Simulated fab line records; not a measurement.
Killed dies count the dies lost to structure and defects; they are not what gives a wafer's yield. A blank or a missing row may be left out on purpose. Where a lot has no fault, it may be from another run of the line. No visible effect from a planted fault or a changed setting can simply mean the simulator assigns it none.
Chamber matching	flow gf180mcu	4 sister chambers for GF_V2_CMP_26 on cmp-01
The step polishes, stops on SiO2, t overpolish 15 s, target thk 0 nm. 8 wafers are shown with their chamber, then 11 later ones without.

== WAFERS, EACH WITH ITS CHAMBER ==
wafer	chamber	motor current A (A)	time to endpoint s (s)
L081.2	0	9.8	85
L084.1	0	9.8	86
L086.1	3	9.5	84
L086.5	2	11.5	86
L087.3	2	11.9	82
L087.4	3	9.8	83
L087.6	1	9.9	80
L090.1	1	9.2	85

== WAFERS WHOSE CHAMBER IS MISSING ==
wafer	motor current A (A)	time to endpoint s (s)
L090.3	12.3	84
L090.4	10.1	82
L094.1	12.5	81
L094.3	9.6	78
L094.4	10.1	86
L095.1	9.9	85
L095.3	12.1	84
L095.5	11.9	81
L097.3	10.3	89
L097.5	10.1	89
L097.6	9.7	93

== CHAMBER TAKEN BY EACH ==
wafer	from the rows above	in truth
L090.3	2	2
L090.4	can't be placed: 3 or 0 or 1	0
L094.1	2	2
L094.3	can't be placed: 1 or 3 or 0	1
L094.4	can't be placed: 0 or 3 or 1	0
L095.1	can't be placed: 0 or 3 or 1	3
L095.3	2	2
L095.5	2	2
L097.3	can't be placed: 0 or 3 or 1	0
L097.5	can't be placed: 0 or 3 or 1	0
L097.6	can't be placed: 0 or 3 or 1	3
Placed correctly: 4 of 11. These rows do not allow placing 7 (true chamber among the candidates in 7). 0 placed wrongly.
How it was worked out, from the rows above alone: a wafer's distance from a chamber is the root of the sum, over the readings, of the square of ((its reading less the chamber's mean) divided by the reading's scatter). The wafer belongs to the nearest chamber; if the next one is less than 2 further off, it can't be placed. The mean given for a chamber averages the wafers shown for that chamber. The scatter: take each reading less its chamber's mean, square it, sum over the shown wafers, divide by the number of wafers less the number of chambers, and take the root.
